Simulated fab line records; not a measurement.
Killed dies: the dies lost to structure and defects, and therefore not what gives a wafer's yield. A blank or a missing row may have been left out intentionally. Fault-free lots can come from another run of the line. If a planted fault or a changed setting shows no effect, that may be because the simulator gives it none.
Split-lot study | flow sfq_line | 5 lots, 23 wafers read, on a route of 325 steps

## THE SPLIT ITSELF
At SFQ_TRILAYER_INCOMING_OXIDATION_002 (target thk 500 nm, ox time 4939 s), the setting ox_time_s was moved away from the recipe's 4939 s on 15 of the 23 wafers read, by -10.6% to +11.9%. All remaining wafers had this setting at the recipe value.

The reading comes from the split's own step.

## THE READING
SiO2_of_TRILAYER_INCOMING_OXIDATION_002.thk_nm (the simulator's own value, which no gauge read), in nm, at SFQ_TRILAYER_INCOMING_OXIDATION_002 (target thk 500 nm, ox time 4939 s). There is no usual value for it anywhere in the file. Across the 8 wafers here that went through the recipe, the average is 505.9 nm and the standard deviation 7.6 nm.

wafer  | tool, chamber at the split | ox_time_s as run, s | against the recipe | SiO2_of_TRILAYER_INCOMING_OXIDATION_002.thk_nm, nm | against lot-mates on the recipe
L076.1 | furnace-02, 0              | 4939                | recipe             | 492.9                                              | -
L076.3 | furnace-02, 0              | 4939                | recipe             | 498.9                                              | -
L076.5 | furnace-02, 0              | 4939                | recipe             | 499.4                                              | -
L077.1 | -, -                       | 4413                | -10.6%             | 476.3                                              | no lot-mate on the recipe
L077.2 | -, -                       | 4413                | -10.6%             | 480.6                                              | no lot-mate on the recipe
L077.3 | -, -                       | 4413                | -10.6%             | 478.8                                              | no lot-mate on the recipe
L077.5 | -, -                       | 4413                | -10.6%             | 481.5                                              | no lot-mate on the recipe
L077.6 | -, -                       | 4413                | -10.6%             | 476.8                                              | no lot-mate on the recipe
L078.1 | -, -                       | 5525                | +11.9%             | 526.8                                              | no lot-mate on the recipe
L078.2 | -, -                       | 5525                | +11.9%             | 529.8                                              | no lot-mate on the recipe
L078.3 | -, -                       | 5525                | +11.9%             | 527.6                                              | no lot-mate on the recipe
L078.5 | -, -                       | 5525                | +11.9%             | 530.8                                              | no lot-mate on the recipe
L078.6 | -, -                       | 5525                | +11.9%             | 533.8                                              | no lot-mate on the recipe
L083.2 | -, -                       | 4939                | recipe             | 516.2                                              | -
L083.3 | -, -                       | 4939                | recipe             | 506.2                                              | -
L083.4 | -, -                       | 4939                | recipe             | 510.7                                              | -
L083.5 | -, -                       | 4939                | recipe             | 513.8                                              | -
L083.6 | -, -                       | 4939                | recipe             | 508.8                                              | -
L085.1 | -, -                       | 5424                | +9.8%              | 538                                                | no lot-mate on the recipe
L085.2 | -, -                       | 5424                | +9.8%              | 540.2                                              | no lot-mate on the recipe
L085.3 | -, -                       | 5424                | +9.8%              | 531.6                                              | no lot-mate on the recipe
L085.5 | -, -                       | 5424                | +9.8%              | 543.7                                              | no lot-mate on the recipe
L085.6 | -, -                       | 5424                | +9.8%              | 542.6                                              | no lot-mate on the recipe

FIT RESULTS
A straight line over all 23 wafers: SiO2_of_TRILAYER_INCOMING_OXIDATION_002.thk_nm changes by +2.55 nm for each +1% of ox_time_s; r = +0.95; the points scatter about the line by 7.4 nm.
Too few moved wafers with a lot-mate on the recipe to fit a line net of each lot's own level.

## FILE'S OWN FIT
SiO2_of_TRILAYER_INCOMING_OXIDATION_002.thk_nm changes by +2.55 nm for each +1% of ox_time_s, r = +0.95.
